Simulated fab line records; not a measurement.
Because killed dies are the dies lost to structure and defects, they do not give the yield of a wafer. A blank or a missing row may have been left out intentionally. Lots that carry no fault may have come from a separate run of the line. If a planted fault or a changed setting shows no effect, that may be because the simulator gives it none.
Which of the tools did it? ; flow gf180mcu ; 13 lots, 39 wafers sampled, at 1 step of a route of 602

== WHAT THE GAUGES READ, wafer by wafer ==
GF_M3_THK_MEAS_06: measures by xrf. Usual: M3_ALCU_THK typically reads 449 nm, with standard deviation 5.9.
lot;measured;on;M3_ALCU_THK (nm);flag
L114;day 21 01:02;film_metro-03;448 458 449;
L115;day 21 13:46;film_metro-04;448 463 454;
L117;day 22 07:00;film_metro-03;451 453 453;
L118;day 22 12:04;film_metro-03;455 450 456;
L119;day 22 22:53;film_metro-03;445 447 442;
L120;day 23 14:41;film_metro-02;449 456 448;
L121;day 23 18:13;film_metro-03;445 453 449;
L124;day 24 18:06;film_metro-02;450 455 453;
L127;day 25 18:39;film_metro-04;452 440 441;
L129;day 26 05:46;film_metro-02;445 463 458;
L131;day 26 20:13;film_metro-02;445 445 444;
L133;day 27 06:33;film_metro-03;457 446 448;
L134;day 27 15:54;film_metro-04;451 447 439;

== EACH LOT AND THE TOOL THAT RAN IT (in order: tool; ch and the chambers of the sampled wafers; start) ==
No process step before these readings appears in the record.

== AS READ BY THE TOOLS THEMSELVES (means over the sampled wafers that have a number; for cases with no such wafer, the mark the record gives instead) ==
The record holds no such reading with a usual standard deviation.

== THE ANSWER, worked out from the rows above alone ==
Rule: take the mean of a lot's wafers that have a number; if it is more than 3 standard deviations from the usual mean, the lot is off. A lot without any number at a reading at which 4 lots or more have one is off too. The other lots that the step has rows for count as sound. Order of review: gauges by route order, followed by the tools' own readings, for which a lot's mean as printed above is used. The first step at which some lot is off is used, and at that step the reading that is off furthest; a lot without a number counts as furthest.
None of the lots is off at any reading shown; this tells nothing.

== WHAT WAS PUT IN BY THE SIMULATOR ==
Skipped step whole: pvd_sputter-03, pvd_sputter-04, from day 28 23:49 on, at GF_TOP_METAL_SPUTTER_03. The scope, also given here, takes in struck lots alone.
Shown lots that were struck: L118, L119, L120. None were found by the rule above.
